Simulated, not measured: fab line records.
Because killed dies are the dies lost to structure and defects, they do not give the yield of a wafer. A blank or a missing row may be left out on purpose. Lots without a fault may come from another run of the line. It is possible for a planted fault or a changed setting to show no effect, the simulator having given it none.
8D (eight disciplines) problem report, filled in by code | flow sky130 | the parts of the form that need people (team, actions taken, sign-off) are left out

## 1. THE ISSUE
Mean of dose_ions_cm2 at SKY_SD_P_IMPLANT_09: 3.223e+15 across 6 wafers in 2 lots; on wafers with no fault it is 2.999e+15 (standard deviation 3.1e+12). That is +72 standard deviations from the usual mean.
Earliest sighting: wafer L260.1 on implanter-04 at day 30 03:18. The record holds 33 wafers of 11 lots with a number at this step. Rule for "out", or "out of limits": more than 4 standard deviations from the usual mean. The rest of the wafers with a number are treated as sound.

## 2. WHAT IT IS; WHAT IT IS NOT
question                    | is                     | is not
which readings at this step | dose_ions_cm2          | beam_energy_keV
which lots                  | L260, L261             | L249, L250, L253, L254, L264, L265, L268, L269, L270
which wafers of those lots  | all that have a number | -
read on which tools         | implanter-04           | implanter-02
when                        | from day 30 03:18      | up to then (12 sound wafers); but 15 sound wafers of L264, L265, L268, L269, L270 came after

## 3. WHAT RULES OUT EACH SUSPECT
Counting: a tool at a process step up to the reading stays a suspect if it ran every lot that is out and no sound lot after the first of them.
- implanter-04 at SKY_SD_P_IMPLANT_09: ruled out as a lasting fault. Sound lots L268 ran on it after its first lot that is out, L260 (day 30 03:18).
Left after counting: nothing in the record.

## 4. THE CAUSE (what the simulator had put in)
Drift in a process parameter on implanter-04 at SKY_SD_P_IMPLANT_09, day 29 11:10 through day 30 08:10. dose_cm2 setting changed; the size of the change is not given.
Counting ruled it out, wrongly.

## 5. THE EFFECT CHAIN, in route order
Each row: a reading where the mean over the struck wafers with a number is more than 3 standard deviations away from the usual. Readings are gone through only where the record gives a usual standard deviation; hours: the median, over the lots, of the time from a lot's start at the first step in this table giving one to that lot's start at this step; sigmas: the change measured in usual standard deviations.
hours | step                | reading                  | usual     | on struck wafers | change     | sigmas
0     | SKY_SD_P_IMPLANT_09 | dose_ions_cm2            | 2.999e+15 | 3.223e+15        | +2.237e+14 | +72
0     | SKY_SD_P_STRIP_10   | strip_time_to_endpoint_s | 17.50 s   | 17.68            | +0.18      | +5.7
Its process steps:
- SKY_SD_P_IMPLANT_09
- SKY_SD_P_STRIP_10: strips in O2/N2.

## 6. HOW IT WOULD HAVE BEEN CAUGHT EARLIER
In this record no reading fell out of limits until day 30 03:18, 16 hours after the fault had begun at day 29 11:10.
